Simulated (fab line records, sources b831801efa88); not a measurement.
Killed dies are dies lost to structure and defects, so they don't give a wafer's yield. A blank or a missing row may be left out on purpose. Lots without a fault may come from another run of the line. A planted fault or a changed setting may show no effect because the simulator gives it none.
fab line records | flow sky130 | part 2 of 2: steps 31 to 40 of 40
record lots=5 wafers=15 last_day=50
route steps=708 shown VIA1@463 METAL2@483
lots that met no fault: from a run of the same line without faults
start_h: hours from the record's first day to the start of the lot's first wafer shown | wait_h: hours since the lot's step before | " the same as in the row above | L1.1+2: a row that stands for several wafers | - no value, or no start given | * or withheld: withheld | < > ~ a bound
route shown NAME@n: a module of which the file shows steps, and the number in the route of the first | usual: mean/standard deviation of fault-free wafers | same: alike in all rows | chamber/n: place in a boat | sites: the reading at each site | _std_site: their standard deviation | _edge_site: outer sites' mean less inner sites' | radius_mm: how far each site lies from the wafer's centre | mask NAME#n: copy n | behind: the tool/chamber that last shaped the wafer | hold: why the lot was held/for how many hours/how that ended | device: the transistor (n, p or np) that didn't switch | end of line: the same wafers' tests at the end of the route | a step without rows: its recipe alone | killed: dies lost to structure and defects at the first sort, not the wafer's yield | map: a wafer's dies, x killed, . not, _ none there
set.NAME: the setting as run; set.NAME@STEP: as run at that earlier step | model.NAME: the simulator's own value behind a step, which no gauge read
lots at some steps of the route; a table a step, a row a wafer
services: from which hour (start_h, from the record's first day; less than 0 if before it) a tool's chamber was out of use, for how many hours, and why
## steps
# step SKY_METAL2_COAT_10
# recipe resist=KrF-thick spin_rpm=3000 resist_thk_nm=450
# columns lot.wafer tool chamber start_h wait_h
L076.1+3+6 litho_track-01 0 - -
L077.3+4+6 litho_track-04 0 - -
L079.3+4+6 litho_track-01 0 - -
L094.3+4+5 litho_track-02 0 - -
L096.2+5+6 litho_track-01 0 - -
# step SKY_METAL2_SOFTBAKE_11
# recipe temp_c=100.4 time_s=90 resist=KrF-thick
# columns lot.wafer tool chamber start_h wait_h
L076.1+3+6 litho_track-01 0 - -
L077.3+4+6 litho_track-04 0 - -
L079.3+4+6 litho_track-01 0 - -
L094.3+4+5 litho_track-02 0 - -
L096.2+5+6 litho_track-01 0 - -
# step SKY_METAL2_EXPOSE_12
# recipe mask_id=MM2 na=0.8 source_shape=annular sigma_inner=0.55 sigma_outer=0.85 target_cd_nm=140 dose_mj=28
# usual focus_offset_nm=-0.1/0.52
# columns lot.wafer tool chamber start_h wait_h mask focus_offset_nm
L076.1 krf_scanner-02 0 - - MM2#0 -1.2
L076.3 " 0 " " MM2#0 -0.4
L076.6 " 0 " " MM2#0 -1.1
L077.3 krf_scanner-01 0 - - MM2#0 -0.3
L077.4 " 0 " " MM2#0 -0.1
L077.6 " 0 " " MM2#0 -0.6
L079.3 krf_scanner-01 0 - - MM2#0 -0.1
L079.4 " 0 " " MM2#0 0.1
L079.6 " 0 " " MM2#0 0.5
L094.3 krf_scanner-01 0 - - MM2#0 0.6
L094.4 " 0 " " MM2#0 0.0
L094.5 " 0 " " MM2#0 -0.2
L096.2 krf_scanner-02 0 - - MM2#0 0.5
L096.5 " 0 " " MM2#0 -0.4
L096.6 " 0 " " MM2#0 -0.4
# step SKY_METAL2_PEB_13
# recipe peb_temp_c=withheld peb_time_s=withheld resist=KrF-thick
# columns lot.wafer tool chamber start_h wait_h
L076.1+3+6 litho_track-01 0 - -
L077.3+4+6 litho_track-02 0 - -
L079.3+4+6 litho_track-02 0 - -
L094.3+4+5 litho_track-04 0 - -
L096.2+5+6 litho_track-02 0 - -
# step SKY_METAL2_DEVELOP_14
# recipe develop_time_s=60 resist=KrF-thick dev_temp_c=21
# columns lot.wafer tool chamber start_h wait_h
L076.1+3+6 litho_track-01 0 - -
L077.3+4+6 litho_track-02 0 - -
L079.3+4+6 litho_track-02 0 - -
L094.3+4+5 litho_track-04 0 - -
L096.2+5+6 litho_track-02 0 - -
# step SKY_METAL2_CD_MEAS_15
# recipe target_cd_nm=140
# usual cd_nm=140.6/1.7
# columns lot.wafer tool chamber start_h wait_h cd_nm
L076.1 cd_sem-02 - 842.20 - 141.1
L076.3 " - " " 141.4
L076.6 " - " " 141.1
L077.3 cd_sem-02 - 856.97 - 139.7
L077.4 " - " " 141.2
L077.6 " - " " 140.9
L079.3 cd_sem-02 - 876.83 - 141.3
L079.4 " - " " 140.6
L079.6 " - " " 138.9
L094.3 cd_sem-02 - 977.14 - 142.6
L094.4 " - " " 142.6
L094.5 " - " " 143.2
L096.2 cd_sem-01 - 984.16 - 137.5
L096.5 " - " " 138.4
L096.6 " - " " 137.9
# step SKY_METAL2_OVL_MEAS_16
# usual METAL2_OVL=4/6.1
# columns lot.wafer tool chamber start_h wait_h METAL2_OVL[nm]
L076.1 overlay-01 - 842.32 0.1 5
L076.3 " - " " 1
L076.6 " - " " 5
L077.3 overlay-02 - 857.06 0.1 -2
L077.4 " - " " 8
L077.6 " - " " 6
L079.3 overlay-02 - 876.92 0.1 7
L079.4 " - " " -2
L079.6 " - " " -6
L094.3 overlay-02 - 977.24 0.1 10
L094.4 " - " " 5
L094.5 " - " " 5
L096.2 overlay-02 - 984.27 0.1 2
L096.5 " - " " 0
L096.6 " - " " 8
# step SKY_METAL2_DESCUM_17
# recipe chemistry=O2 source_power_w=150 bias_power_w=0 pressure_mtorr=10 temp_c=40 time_s=8
# usual drypump_motor_current_A=5.5/0.42 oes_product_au=1.000/0.0087
# columns lot.wafer tool chamber start_h wait_h drypump_motor_current_A oes_product_au rf_hours_counter_h
L076.1 rie_metal-02 1 842.36 0.0 5.8 0.988 17
L076.3 " 1 " " 5.8 0.975 -
L076.6 " 0 " " 5.0 0.994 -
L077.3 rie_metal-03 1 857.10 0.0 5.8 1.005 -
L077.4 " 0 " " 4.9 1.023 -
L077.6 " 0 " " 4.9 1.011 -
L079.3 rie_metal-02 0 876.96 0.0 5.0 1.003 -
L079.4 " 1 " " 5.8 1.010 -
L079.6 " 0 " " 5.0 1.005 -
L094.3 rie_metal-02 1 977.27 0.0 5.8 0.993 -
L094.4 " 0 " " 5.0 0.997 -
L094.5 " 1 " " 5.8 0.994 -
L096.2 rie_metal-02 0 984.30 0.0 5.0 0.991 4
L096.5 " 1 " " 5.8 0.994 -
L096.6 " 0 " " 5.0 0.994 -
# step SKY_METAL2_ETCH_18
# recipe chemistry=N2/H2 target=BARC ion_energy_ev=200 bias_w=100 pressure_mtorr=30 n2_flow_sccm=100 h2_flow_sccm=200 icp_w=500 stop_on=SiO2 time_s=45.9 target_depth_a=600
# usual drypump_motor_current_A=5.5/0.43 oes_product_au=0.856/0.0048 throttle_valve_pct=13.225/0.0094
# columns lot.wafer tool chamber start_h wait_h drypump_motor_current_A oes_product_au rf_hours_counter_h throttle_valve_pct
L076.1 rie_metal-02 1 842.39 0.0 5.8 0.852 17 13.233
L076.3 " 1 " " 5.8 0.860 - 13.229
L076.6 " 0 " " 5.0 0.852 - 13.219
L077.3 rie_metal-03 1 857.14 0.0 5.9 0.850 - 13.225
L077.4 " 0 " " 4.9 0.850 - 13.214
L077.6 " 0 " " 4.9 0.848 - 13.228
L079.3 rie_metal-02 0 877.00 0.0 5.0 0.855 - 13.247
L079.4 " 1 " " 5.8 0.860 - 13.230
L079.6 " 0 " " 5.0 0.860 - 13.220
L094.3 rie_metal-02 1 977.31 0.0 5.8 0.847 - 13.219
L094.4 " 0 " " 5.0 0.854 - 13.218
L094.5 " 1 " " 5.8 0.865 - 13.242
L096.2 rie_metal-02 0 984.33 0.0 5.0 0.851 4 13.199
L096.5 " 1 " " 5.8 0.862 - 13.224
L096.6 " 0 " " 5.0 0.849 - 13.215
# step SKY_METAL2_METAL_ETCH_19
# recipe target_depth_a=3600 stop_on=SiO2 over_etch_frac=0.3 time_s=78 chemistry=Cl2/BCl3 resist_sidewall_deg=88 pressure_mtorr=10 icp_w=900 bias_w=48.5 Cl2_flow_sccm=60 bcl3_flow_sccm=30
# usual drypump_motor_current_A=5.4/0.42 oes_product_au=0.854/0.006 throttle_valve_pct=22.263/0.0092
# columns lot.wafer tool chamber start_h wait_h drypump_motor_current_A oes_product_au rf_hours_counter_h throttle_valve_pct
L076.1 rie_metal-02 1 842.45 0.0 5.8 0.853 17 22.248
L076.3 " 1 " " 5.8 0.843 - 22.270
L076.6 " 0 " " 5.0 0.849 - 22.268
L077.3 rie_metal-03 1 857.21 0.1 5.8 0.854 - 22.257
L077.4 " 0 " " 4.9 0.846 - 22.271
L077.6 " 0 " " 4.9 0.857 - 22.250
L079.3 rie_metal-02 0 877.07 0.1 5.0 0.845 - 22.275
L079.4 " 1 " " 5.8 0.835 - 22.271
L079.6 " 0 " " 5.0 0.847 - 22.262
L094.3 rie_metal-02 1 977.38 0.1 5.8 0.860 - 22.260
L094.4 " 0 " " 5.0 0.854 - 22.254
L094.5 " 1 " " 5.8 0.858 - 22.263
L096.2 rie_metal-02 0 984.39 0.0 5.0 0.848 4 22.256
L096.5 " 1 " " 5.8 0.853 - 22.254
L096.6 " 0 " " 5.0 0.850 - 22.273
## services
# columns tool chamber start_h hours kind
krf_scanner-02 - 776.64 0.8 pm
rie_diel-03 1 776.92 6.4 repair
krf_scanner-01 - 779.34 1.3 pm
krf_scanner-02 - 784.45 1.0 pm
krf_scanner-02 - 785.45 1.3 pm
rie_diel-03 0 796.21 4.7 repair
krf_scanner-01 - 804.38 0.8 pm
krf_scanner-01 - 808.56 0.3 repair
wet_bench-01 - 814.07 1.0 repair
rie_diel-03 1 814.35 20.0 repair
rie_diel-03 0 815.58 2.5 repair
krf_scanner-01 - 823.32 3.6 pm
rie_diel-04 3 824.25 4.0 repair
rie_diel-03 2 834.76 3.8 repair
rie_diel-04 0 835.45 6.8 repair
krf_scanner-01 - 842.48 0.8 pm
rie_diel-03 3 843.83 11.1 repair
krf_scanner-01 - 858.52 1.0 pm
rie_diel-03 - 887.69 2.8 pm
pvd_sputter-04 - 927.69 6.7 repair
pvd_sputter-04 - 950.27 2.5 repair
krf_scanner-01 - 955.24 1.3 pm
pvd_sputter-04 - 960.25 0.5 repair
krf_scanner-01 - 976.56 0.4 repair
